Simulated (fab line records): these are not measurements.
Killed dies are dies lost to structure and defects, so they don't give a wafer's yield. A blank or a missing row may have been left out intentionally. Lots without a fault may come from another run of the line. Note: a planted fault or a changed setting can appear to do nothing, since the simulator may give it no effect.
One fault through the eyes of 2 desks -- flow sky130 -- every desk sees just its own numbers, and what lay behind them comes last

## AT THE METROLOGY DESK
What the gauges read for every lot (on any tool): the sampled wafers with a number, averaged. If a lot's mean is further than 4 standard deviations from the usual mean, the lot is out of limits and carries the mark OUT (the distance appears in the brackets).
Columns: A = POLY_GATE_TW at SKY_RES_PROTECT_TW_MEAS_08, usual 4043; B = POLY_GATE_CVD_03_THK at SKY_POLY_GATE_THK_MEAS_04, usual 75.1 nm; C = cd nm at SKY_POLY_GATE_CD_MEAS_13, usual 149.9 nm; D = POLY_GATE_OVL at SKY_POLY_GATE_OVL_MEAS_14, usual -1 nm
lot,first seen here,A,B,C,D
L672,day 16 15:59,4040,74.0,149.8,1
L675,day 17 16:41,4031,76.2,149.7,4
L684,day 20 13:25,3993,75.1,150.5,-0
L686,day 21 10:56,4064,75.5,149.1,8
L687,day 21 20:19,4072,75.3,150.0,-4
L692,day 23 12:44,4067,74.8,152.9,2
Finding of this desk: none of the 6 lots has anything out of limits.

## AT THE TOOL OWNER'S DESK: litho track-03
The tool's own readings at SKY_POLY_GATE_COAT_07 (resist thk 110 nm): means of the sampled wafers that have a number, for each lot that ran on this tool. If a lot's mean is further than 4 standard deviations from the usual mean, the lot is out of limits and carries the mark OUT (the distance appears in the brackets).
Columns: A = spin speed rpm at SKY_POLY_GATE_COAT_07, usual 2999.8 rpm
lot,first seen here,A
L675,day 18 09:08,3001.8
L684,day 21 05:46,3150.0 (+68) OUT
L687,day 22 12:59,3148.9 (+68) OUT
This desk's verdict: out of limits on L684, L687, starting with L684 at day 21 05:46 (spin speed rpm at SKY_POLY_GATE_COAT_07). L675 stayed within limits.

## BROUGHT TOGETHER
At day 21 05:46, on L684, L687, the tool owner's desk was in a position to raise an alarm.
Nothing out of limits was seen by the metrology desk.
The metrology desk has L684, L687 on record, within its limits.
On litho track-03, each named lot ran SKY_POLY_GATE_COAT_07.

## WHAT THE SIMULATOR HAD INSERTED
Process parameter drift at SKY_POLY_GATE_COAT_07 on litho track-03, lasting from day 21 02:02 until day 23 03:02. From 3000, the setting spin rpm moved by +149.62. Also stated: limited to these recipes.
Shown lots that were struck: L684, L687.
Hours from the fault's start to each desk's first reading out of limits: the tool owner's desk, 4.
